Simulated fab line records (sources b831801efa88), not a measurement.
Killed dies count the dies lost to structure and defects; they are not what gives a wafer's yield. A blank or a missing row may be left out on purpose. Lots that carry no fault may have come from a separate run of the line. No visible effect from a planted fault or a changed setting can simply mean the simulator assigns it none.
fab line records	flow sky130
[record] lots = 5	wafers = 15	last_day = 49
route steps=708 shown NWELL@56
lots with no fault: from the same line, run without faults
start_h: the number of hours between the record's first day and the start of the first shown wafer of the lot	wait_h: hours elapsed since this lot's preceding step	" repeats the value in the row above	L1.1+2: a single row standing in for several wafers	- no value present, or no start provided	* or withheld: withheld	< > ~ a bound
route shown NAME@n: NAME is a module with steps in the file, n the number in the route of the first one	usual: mean/standard deviation of fault-free wafers	same: alike in all rows	chamber/n: place in a boat	sites: per-site readings	_std_site: their standard deviation	_edge_site: outer sites' mean less inner sites'	radius_mm: how far each site lies from the wafer's centre	mask NAME#n: copy n	behind: tool/chamber where the wafer was last shaped	hold: why the lot was held/for how many hours/how that ended	device: the transistor (n, p or np) that didn't switch	end of line: at the end of the route, the tests of the same wafers	a step given without rows: its recipe and nothing more	killed: dies lost to structure and defects at the first sort, not the wafer's yield	map: the dies of a wafer, with x for killed, . for not killed, _ for no die there
set.NAME: the setting the step ran with; set.NAME@STEP: the setting that earlier step ran with	model.NAME: the simulator's own value behind a step, which no gauge read
a table for each step, a row for each wafer; lots at some steps of the route
services: the hour from which a tool's chamber was out of use, counted from the record's first day as start_h (under 0 if before that day), plus the number of hours and why
[[steps]]
[step SKY_NWELL_DEHYDRATE_03]
[recipe] temp_c = 200	time_s = 60
lot.wafer	tool	chamber	start_h	wait_h
L081.1+2+5	litho_track-01	0	117.62	8.9
L082.3+5+6	litho_track-01	0	119.62	8.7
L086.2+3+4	litho_track-02	0	145.58	9.2
L088.2+3+4	litho_track-02	0	156.68	9.9
L093.2+5+6	litho_track-02	0	185.18	9.1
[step SKY_NWELL_HMDS_04]
[recipe] prime_time_s = 60	prime_temp_c = 120
lot.wafer	tool	chamber	start_h	wait_h
L081.1+2+5	litho_track-01	0	117.77	0.1
L082.3+5+6	litho_track-01	0	119.77	0.1
L086.2+3+4	litho_track-02	0	145.73	0.1
L088.2+3+4	litho_track-02	0	156.83	0.1
L093.2+5+6	litho_track-02	0	185.33	0.1
[step SKY_NWELL_COAT_05]
[recipe] spin_rpm = 2026	resist_thk_nm = 3000
[usual] dispense_pressure_kPa = 50/5.7
lot.wafer	tool	chamber	start_h	wait_h	dispense_pressure_kPa
L081.1	litho_track-01	0	117.92	0.1	59
L081.2	"	0	"	"	59
L081.5	"	0	"	"	59
L082.3	litho_track-01	0	119.92	0.1	59
L082.5	"	0	"	"	59
L082.6	"	0	"	"	59
L086.2	litho_track-02	0	145.88	0.1	45
L086.3	"	0	"	"	45
L086.4	"	0	"	"	45
L088.2	litho_track-02	0	156.98	0.1	45
L088.3	"	0	"	"	45
L088.4	"	0	"	"	45
L093.2	litho_track-02	0	185.48	0.1	45
L093.5	"	0	"	"	45
L093.6	"	0	"	"	45
[step SKY_NWELL_SOFTBAKE_06]
[recipe] temp_c = 110	time_s = withheld
lot.wafer	tool	chamber	start_h	wait_h
L081.1+2+5	litho_track-01	0	118.07	0.1
L082.3+5+6	litho_track-01	0	120.09	0.1
L086.2+3+4	litho_track-02	0	146.04	0.1
L088.2+3+4	litho_track-02	0	157.14	0.1
L093.2+5+6	litho_track-02	0	185.64	0.1
[step SKY_NWELL_EXPOSE_07]
[recipe] mask_id = NWM	na = 0.6	source_shape = conventional	sigma_outer = 0.6	polarization = unpolarized	target_cd_nm = 840	dose_mj = 255
[usual] focus_offset_nm = -0.1/0.48
lot.wafer	tool	chamber	start_h	wait_h	mask	focus_offset_nm
L081.1	iline_stepper-01	0	-	-	NWM#0	1.1
L081.2	"	0	"	"	NWM#0	-0.2
L081.5	"	0	"	"	NWM#0	1.0
L082.3	iline_stepper-02	0	-	-	NWM#0	-0.5
L082.5	"	0	"	"	NWM#0	-0.5
L082.6	"	0	"	"	NWM#0	-0.2
L086.2	iline_stepper-01	0	-	-	NWM#0	0.3
L086.3	"	0	"	"	NWM#0	-0.6
L086.4	"	0	"	"	NWM#0	-0.5
L088.2	iline_stepper-01	0	-	-	NWM#0	-0.1
L088.3	"	0	"	"	NWM#0	0.6
L088.4	"	0	"	"	NWM#0	0.1
L093.2	iline_stepper-01	0	-	-	NWM#0	0.3
L093.5	"	0	"	"	NWM#0	0.4
L093.6	"	0	"	"	NWM#0	0.2
[step SKY_NWELL_PEB_08]
[recipe] temp_c = 115	time_s = withheld
lot.wafer	tool	chamber	start_h	wait_h
L081.1+2+5	litho_track-04	0	-	-
L082.3+5+6	litho_track-01	0	-	-
L086.2+3+4	litho_track-02	0	-	-
L088.2+3+4	litho_track-04	0	-	-
L093.2+5+6	litho_track-01	0	-	-
[step SKY_NWELL_DEVELOP_09]
[recipe] wall_angle_deg = 90	developer = TMAH	develop_time_s = 60	dev_temp_c = 23
[usual] developer_temp_C = 23.00/0.11
lot.wafer	tool	chamber	start_h	wait_h	developer_temp_C
L081.1	litho_track-04	0	-	-	23.03
L081.2	"	0	"	"	23.01
L081.5	"	0	"	"	22.97
L082.3	litho_track-01	0	-	-	23.19
L082.5	"	0	"	"	23.10
L082.6	"	0	"	"	23.04
L086.2	litho_track-02	0	-	-	22.99
L086.3	"	0	"	"	22.87
L086.4	"	0	"	"	22.91
L088.2	litho_track-04	0	-	-	22.88
L088.3	"	0	"	"	22.91
L088.4	"	0	"	"	22.88
L093.2	litho_track-01	0	-	-	23.09
L093.5	"	0	"	"	22.93
L093.6	"	0	"	"	23.06
[step SKY_NWELL_OVL_MEAS_10]
[usual] NWELL_00_OVL = -0.2/1.4
lot.wafer	tool	chamber	start_h	wait_h	NWELL_00_OVL[nm]
L081.1	overlay-02	-	126.99	-	1.3
L081.2	"	-	"	"	3.7
L081.5	"	-	"	"	0.4
L082.3	overlay-01	-	129.33	-	0.9
L082.5	"	-	"	"	0.6
L082.6	"	-	"	"	-0.7
L086.2	overlay-02	-	156.66	-	-0.3
L086.3	"	-	"	"	-0.1
L086.4	"	-	"	"	-1.3
L088.2	overlay-02	-	167.40	-	-1.2
L088.3	"	-	"	"	-1.2
L088.4	"	-	"	"	0.0
L093.2	overlay-01	-	196.88	-	-0.4
L093.5	"	-	"	"	-2.9
L093.6	"	-	"	"	-2.2
[step SKY_NWELL_IMPLANT_11]
[recipe] species = P	energy_kev = 400	dose_cm2 = 1.9e+13	tilt_deg = withheld
[usual] end_station_pressure_torr = 5.06e-06/2.9e-07
lot.wafer	tool	chamber	start_h	wait_h	end_station_pressure_torr
L081.1	implanter-03	0	127.03	0.0	4.95e-06
L081.2	"	0	"	"	5.09e-06
L081.5	"	0	"	"	5.88e-06
L082.3	implanter-02	0	129.41	0.1	4.9e-06
L082.5	"	0	"	"	5.18e-06
L082.6	"	0	"	"	5.04e-06
L086.2	implanter-03	0	156.72	0.0	4.89e-06
L086.3	"	0	"	"	5.1e-06
L086.4	"	0	"	"	5.25e-06
L088.2	implanter-03	0	167.45	0.0	5.45e-06
L088.3	"	0	"	"	4.49e-06
L088.4	"	0	"	"	5.43e-06
L093.2	implanter-04	0	196.93	0.0	4.53e-06
L093.5	"	0	"	"	5.1e-06
L093.6	"	0	"	"	5.25e-06
[step SKY_NWELL_IMPLANT_12]
[recipe] species = P	energy_kev = 120	dose_cm2 = 1.3e+12	tilt_deg = withheld
[usual] end_station_pressure_torr = 5.05e-06/2.4e-07
lot.wafer	tool	chamber	start_h	wait_h	end_station_pressure_torr
L081.1	implanter-03	0	127.18	0.1	4.99e-06
L081.2	"	0	"	"	4.98e-06
L081.5	"	0	"	"	5.14e-06
L082.3	implanter-02	0	129.56	0.1	4.98e-06
L082.5	"	0	"	"	4.96e-06
L082.6	"	0	"	"	4.52e-06
L086.2	implanter-03	0	156.87	0.1	4.93e-06
L086.3	"	0	"	"	5.2e-06
L086.4	"	0	"	"	5.22e-06
L088.2	implanter-03	0	167.60	0.1	4.94e-06
L088.3	"	0	"	"	4.82e-06
L088.4	"	0	"	"	4.99e-06
L093.2	implanter-04	0	197.08	0.1	4.89e-06
L093.5	"	0	"	"	4.59e-06
L093.6	"	0	"	"	5.4e-06
[step SKY_NWELL_IMPLANT_13]
[recipe] species = P	energy_kev = 50	dose_cm2 = 7e+11	tilt_deg = withheld
[usual] end_station_pressure_torr = 5.03e-06/2.7e-07
lot.wafer	tool	chamber	start_h	wait_h	end_station_pressure_torr
L081.1	implanter-03	0	127.33	0.1	4.75e-06
L081.2	"	0	"	"	4.6e-06
L081.5	"	0	"	"	5.08e-06
L082.3	implanter-02	0	129.71	0.1	4.75e-06
L082.5	"	0	"	"	5.1e-06
L082.6	"	0	"	"	5.17e-06
L086.2	implanter-03	0	157.02	0.1	4.95e-06
L086.3	"	0	"	"	5.53e-06
L086.4	"	0	"	"	4.54e-06
L088.2	implanter-03	0	167.75	0.1	4.53e-06
L088.3	"	0	"	"	5.13e-06
L088.4	"	0	"	"	5.59e-06
L093.2	implanter-04	0	197.23	0.1	5.01e-06
L093.5	"	0	"	"	4.76e-06
L093.6	"	0	"	"	5.18e-06
[step SKY_NWELL_STRIP_14]
[recipe] chemistry = O2/N2	power_w = 1400	pressure_mtorr = 1500	platen_temp_c = withheld	o2_flow_sccm = 3000	n2_flow_sccm = 300	overash_fraction = 0.5
[usual] drypump_motor_current_A = 5.96/0.28	o2_flow_sccm = 3000/9.5	oes_product_au = 0.722/0.0043	strip_time_to_endpoint_s = 36.73/0.095
[same] overash_fraction = 0.5
lot.wafer	tool	chamber	start_h	wait_h	drypump_motor_current_A	o2_flow_sccm	oes_product_au	rf_hours_counter_h	strip_time_to_endpoint_s
L081.1	plasma_asher-03	0	127.48	0.1	6.33	2992	0.725	28	36.82
L081.2	"	1	"	"	5.77	2994	0.731	28	36.89
L081.5	"	1	"	"	5.77	3000	0.720	-	36.98
L082.3	plasma_asher-01	1	129.84	0.1	5.41	2989	0.726	-	36.68
L082.5	"	0	"	"	6.11	3005	0.721	-	36.67
L082.6	"	1	"	"	5.42	2997	0.722	-	36.68
L086.2	plasma_asher-03	0	157.14	0.1	6.33	2997	0.728	30	36.93
L086.3	"	1	"	"	5.80	2974	0.724	-	36.83
L086.4	"	0	"	"	6.32	2990	0.721	-	36.81
L088.2	plasma_asher-01	1	167.88	0.1	5.44	3012	0.720	5	36.76
L088.3	"	0	"	"	6.12	2997	0.711	-	36.75
L088.4	"	1	"	"	5.45	3000	0.725	-	36.65
L093.2	plasma_asher-02	0	197.36	0.1	5.94	3012	0.725	49	36.74
L093.5	"	0	"	"	5.95	3007	0.724	-	36.84
L093.6	"	1	"	"	6.02	3013	0.722	-	36.80
[step SKY_NWELL_TW_MEAS_15]
[usual] NWELL_TW = 1814/8.7
lot.wafer	tool	chamber	start_h	wait_h	NWELL_TW
L081.1	film_metro-01	-	127.58	0.1	1814
L081.2	"	-	"	"	1812
L081.5	"	-	"	"	1817
L082.3	film_metro-03	-	129.93	0.1	1816
L082.5	"	-	"	"	1814
L082.6	"	-	"	"	1808
L086.2	film_metro-01	-	157.25	0.1	1819
L086.3	"	-	"	"	1800
L086.4	"	-	"	"	1804
L088.2	film_metro-03	-	167.99	0.1	1804
L088.3	"	-	"	"	1799
L088.4	"	-	"	"	1800
L093.2	film_metro-04	-	197.47	0.1	1801
L093.5	"	-	"	"	1824
L093.6	"	-	"	"	1821
[step SKY_NWELL_DEHYDRATE_16]
[recipe] temp_c = 200	time_s = 60
lot.wafer	tool	chamber	start_h	wait_h
L081.1+2+5	litho_track-02	0	137.16	9.6
L082.3+5+6	litho_track-01	0	139.42	9.5
L086.2+3+4	litho_track-02	0	166.88	9.6
L088.2+3+4	litho_track-04	0	177.42	9.4
L093.2+5+6	litho_track-04	0	207.32	9.8
[step SKY_NWELL_HMDS_17]
[recipe] prime_time_s = 60	prime_temp_c = 120
lot.wafer	tool	chamber	start_h	wait_h
L081.1+2+5	litho_track-02	0	137.31	0.1
L082.3+5+6	litho_track-01	0	139.57	0.1
L086.2+3+4	litho_track-02	0	167.03	0.1
L088.2+3+4	litho_track-04	0	177.57	0.1
L093.2+5+6	litho_track-04	0	207.47	0.1
[step SKY_NWELL_COAT_18]
[recipe] spin_rpm = 2000	resist_thk_nm = 3000
[usual] dispense_pressure_kPa = 50/5.6
lot.wafer	tool	chamber	start_h	wait_h	dispense_pressure_kPa
L081.1	litho_track-02	0	137.46	0.1	45
L081.2	"	0	"	"	45
L081.5	"	0	"	"	45
L082.3	litho_track-01	0	139.72	0.1	58
L082.5	"	0	"	"	58
L082.6	"	0	"	"	58
L086.2	litho_track-02	0	167.18	0.1	45
L086.3	"	0	"	"	45
L086.4	"	0	"	"	45
L088.2	litho_track-04	0	177.72	0.1	48
L088.3	"	0	"	"	48
L088.4	"	0	"	"	48
L093.2	litho_track-04	0	207.62	0.1	48
L093.5	"	0	"	"	48
L093.6	"	0	"	"	48
[step SKY_NWELL_SOFTBAKE_19]
[recipe] temp_c = 110	time_s = withheld
lot.wafer	tool	chamber	start_h	wait_h
L081.1+2+5	litho_track-02	0	137.61	0.1
L082.3+5+6	litho_track-01	0	139.89	0.1
L086.2+3+4	litho_track-02	0	167.34	0.1
L088.2+3+4	litho_track-04	0	177.87	0.1
L093.2+5+6	litho_track-04	0	207.77	0.1
[step SKY_NWELL_EXPOSE_20]
[recipe] mask_id = NWM_COMPLEMENT	na = 0.6	source_shape = conventional	sigma_outer = 0.6	polarization = unpolarized	target_cd_nm = 840	dose_mj = 260
[usual] focus_offset_nm = 0.0/0.48
lot.wafer	tool	chamber	start_h	wait_h	mask	focus_offset_nm
L081.1	iline_stepper-02	0	-	-	NWM_COMPLEMENT#0	0.9
L081.2	"	0	"	"	NWM_COMPLEMENT#0	-0.3
L081.5	"	0	"	"	NWM_COMPLEMENT#0	-0.4
L082.3	iline_stepper-02	0	-	-	NWM_COMPLEMENT#0	0.2
L082.5	"	0	"	"	NWM_COMPLEMENT#0	-0.1
L082.6	"	0	"	"	NWM_COMPLEMENT#0	-1.3
L086.2	iline_stepper-01	0	-	-	NWM_COMPLEMENT#0	0.0
L086.3	"	0	"	"	NWM_COMPLEMENT#0	0.0
L086.4	"	0	"	"	NWM_COMPLEMENT#0	0.4
L088.2	iline_stepper-02	0	-	-	NWM_COMPLEMENT#0	-0.1
L088.3	"	0	"	"	NWM_COMPLEMENT#0	-0.4
L088.4	"	0	"	"	NWM_COMPLEMENT#0	0.1
L093.2	iline_stepper-01	0	-	-	NWM_COMPLEMENT#0	0.1
L093.5	"	0	"	"	NWM_COMPLEMENT#0	0.1
L093.6	"	0	"	"	NWM_COMPLEMENT#0	0.0
[step SKY_NWELL_PEB_21]
[recipe] temp_c = 115	time_s = withheld
lot.wafer	tool	chamber	start_h	wait_h
L081.1+2+5	litho_track-04	0	-	-
L082.3+5+6	litho_track-04	0	-	-
L086.2+3+4	litho_track-04	0	-	-
L088.2+3+4	litho_track-01	0	-	-
L093.2+5+6	litho_track-02	0	-	-
[step SKY_NWELL_DEVELOP_22]
[recipe] wall_angle_deg = 90	developer = TMAH	develop_time_s = 60	dev_temp_c = 23
[usual] developer_temp_C = 23.00/0.092
lot.wafer	tool	chamber	start_h	wait_h	developer_temp_C
L081.1	litho_track-04	0	-	-	22.93
L081.2	"	0	"	"	23.00
L081.5	"	0	"	"	22.91
L082.3	litho_track-04	0	-	-	23.12
L082.5	"	0	"	"	23.10
L082.6	"	0	"	"	22.98
L086.2	litho_track-04	0	-	-	22.97
L086.3	"	0	"	"	22.99
L086.4	"	0	"	"	23.05
L088.2	litho_track-01	0	-	-	22.95
L088.3	"	0	"	"	22.98
L088.4	"	0	"	"	23.18
L093.2	litho_track-02	0	-	-	23.01
L093.5	"	0	"	"	23.04
L093.6	"	0	"	"	22.99
[step SKY_NWELL_OVL_MEAS_23]
[usual] NWELL_01_OVL = -0.8/1.4
lot.wafer	tool	chamber	start_h	wait_h	NWELL_01_OVL[nm]
L081.1	overlay-02	-	147.39	-	-0.4
L081.2	"	-	"	"	-2.4
L081.5	"	-	"	"	-2.7
L082.3	overlay-02	-	150.10	-	-1.8
L082.5	"	-	"	"	0.6
L082.6	"	-	"	"	-0.9
L086.2	overlay-01	-	177.40	-	-1.7
L086.3	"	-	"	"	0.9
L086.4	"	-	"	"	-0.3
L088.2	overlay-01	-	189.03	-	0.1
L088.3	"	-	"	"	-0.9
L088.4	"	-	"	"	-0.8
L093.2	overlay-02	-	219.26	-	-2.3
L093.5	"	-	"	"	-3.3
L093.6	"	-	"	"	-2.8
[step SKY_NWELL_IMPLANT_24]
[recipe] species = B	energy_kev = 140	dose_cm2 = 9.2e+12	tilt_deg = withheld
[usual] end_station_pressure_torr = 5.03e-06/2.8e-07
lot.wafer	tool	chamber	start_h	wait_h	end_station_pressure_torr
L081.1	implanter-04	0	147.43	0.0	5.09e-06
L081.2	"	0	"	"	5.36e-06
L081.5	"	0	"	"	5.1e-06
L082.3	implanter-03	0	150.18	0.1	4.73e-06
L082.5	"	0	"	"	5.07e-06
L082.6	"	0	"	"	4.54e-06
L086.2	implanter-02	0	177.45	0.0	4.73e-06
L086.3	"	0	"	"	5.01e-06
L086.4	"	0	"	"	5.21e-06
L088.2	implanter-02	0	189.08	0.0	4.99e-06
L088.3	"	0	"	"	4.87e-06
L088.4	"	0	"	"	5.19e-06
L093.2	implanter-03	0	219.32	0.0	4.6e-06
L093.5	"	0	"	"	4.25e-06
L093.6	"	0	"	"	5.22e-06
[step SKY_NWELL_STRIP_25]
[recipe] chemistry = O2/N2	power_w = 1400	pressure_mtorr = 1500	platen_temp_c = withheld	o2_flow_sccm = 3000	n2_flow_sccm = 300	overash_fraction = 0.5
[usual] drypump_motor_current_A = 5.91/0.29	o2_flow_sccm = 3000/8.5	oes_product_au = 0.722/0.0045	strip_time_to_endpoint_s = 36.92/0.11
[same] overash_fraction = 0.5
lot.wafer	tool	chamber	start_h	wait_h	drypump_motor_current_A	o2_flow_sccm	oes_product_au	rf_hours_counter_h	strip_time_to_endpoint_s
L081.1	plasma_asher-01	0	147.58	0.1	6.11	2990	0.722	3	36.95
L081.2	"	1	"	"	5.39	2995	0.720	3	36.96
L081.5	"	1	"	"	5.43	2990	0.728	-	36.94
L082.3	plasma_asher-03	1	150.31	0.1	5.78	2989	0.728	-	37.00
L082.5	"	0	"	"	6.29	2998	0.717	-	36.93
L082.6	"	1	"	"	5.80	2994	0.720	-	36.87
L086.2	plasma_asher-01	1	177.58	0.1	5.44	3008	0.721	6	36.91
L086.3	"	0	"	"	6.12	3004	0.722	-	36.91
L086.4	"	1	"	"	5.45	3001	0.719	-	36.90
L088.2	plasma_asher-03	0	189.21	0.1	6.32	2999	0.723	33	36.72
L088.3	"	1	"	"	5.77	3015	0.727	-	36.80
L088.4	"	0	"	"	6.34	3005	0.723	-	36.70
L093.2	plasma_asher-03	1	219.44	0.1	5.76	3007	0.731	36	36.89
L093.5	"	1	"	"	5.78	2999	0.727	-	36.89
L093.6	"	0	"	"	6.32	2996	0.731	-	36.86
[step SKY_NWELL_TW_MEAS_26]
[usual] NWELL_2_TW = 494.3/2.7
lot.wafer	tool	chamber	start_h	wait_h	NWELL_2_TW
L081.1	film_metro-03	-	147.68	0.1	492.5
L081.2	"	-	"	"	490.6
L081.5	"	-	"	"	490.2
L082.3	film_metro-01	-	150.40	0.1	494.5
L082.5	"	-	"	"	494.0
L082.6	"	-	"	"	492.3
L086.2	film_metro-03	-	177.69	0.1	492.1
L086.3	"	-	"	"	492.1
L086.4	"	-	"	"	494.0
L088.2	film_metro-01	-	189.32	0.1	495.9
L088.3	"	-	"	"	495.4
L088.4	"	-	"	"	495.5
L093.2	film_metro-01	-	219.55	0.1	497.2
L093.5	"	-	"	"	498.9
L093.6	"	-	"	"	499.2
[step SKY_NWELL_CLEAN_27]
[recipe] chemistry = SC1/SC2	mix = 1:4:20	temp_c = 70	time_s = 150	dry = n2_spin
lot.wafer	tool	chamber	start_h	wait_h
L081.1+2+5	wet_bench-03	3	147.74	0.1
L082.3+5+6	wet_bench-03	1	150.44	0.0
L086.2+3+4	wet_bench-01	2	177.74	0.0
L088.2+3+4	wet_bench-03	3	189.37	0.0
L093.2+5+6	wet_bench-03	3	219.60	0.0
[step SKY_NWELL_RTA_28]
[recipe] temp_c = 1050	time_s = 30	idle_temp_c = 650	ramp_up_c_per_s = 150	ramp_down_c_per_s = 90	ambient = N2
[usual] lamp_power_pct = 25.31/0.055	wafer_temp_C_max = 1054.8/0.93
lot.wafer	tool	chamber	start_h	wait_h	lamp_power_pct	wafer_temp_C_max
L081.1	rtp_anneal-02	0	147.79	0.0	25.39	1055.6
L081.2	"	0	"	"	25.24	1054.3
L081.5	"	0	"	"	25.30	1053.3
L082.3	rtp_anneal-01	0	150.52	0.0	25.43	1055.2
L082.5	"	0	"	"	25.29	1055.5
L082.6	"	0	"	"	25.37	1054.7
L086.2	rtp_anneal-02	0	177.80	0.0	25.35	1054.7
L086.3	"	0	"	"	25.28	1054.2
L086.4	"	0	"	"	25.41	1055.3
L088.2	rtp_anneal-01	0	189.44	0.0	25.29	1055.2
L088.3	"	0	"	"	25.28	1053.5
L088.4	"	0	"	"	25.40	1055.9
L093.2	rtp_anneal-02	0	219.67	0.0	25.27	1055.3
L093.5	"	0	"	"	25.24	1054.1
L093.6	"	0	"	"	25.23	1055.2
[[services]]
tool	chamber	start_h	hours	kind
implanter-02	-	94.93	1.2	repair
plasma_asher-01	-	108.75	9.0	pm
plasma_asher-01	0	108.75	9.0	vent_cycle
plasma_asher-01	1	108.75	9.0	vent_cycle
implanter-03	-	112.31	1.0	repair
iline_stepper-02	0	115.84	-	calibration
plasma_asher-01	0	117.75	-	clean
plasma_asher-01	1	117.75	-	clean
iline_stepper-02	-	124.62	1.7	pm
implanter-03	-	137.06	8.1	repair
rtp_anneal-01	-	138.34	3.9	pm
plasma_asher-03	-	143.47	2.8	pm
implanter-02	-	152.66	5.6	repair
implanter-04	-	167.36	1.0	repair
iline_stepper-02	-	215.88	0.8	repair
[[key]]
fault none
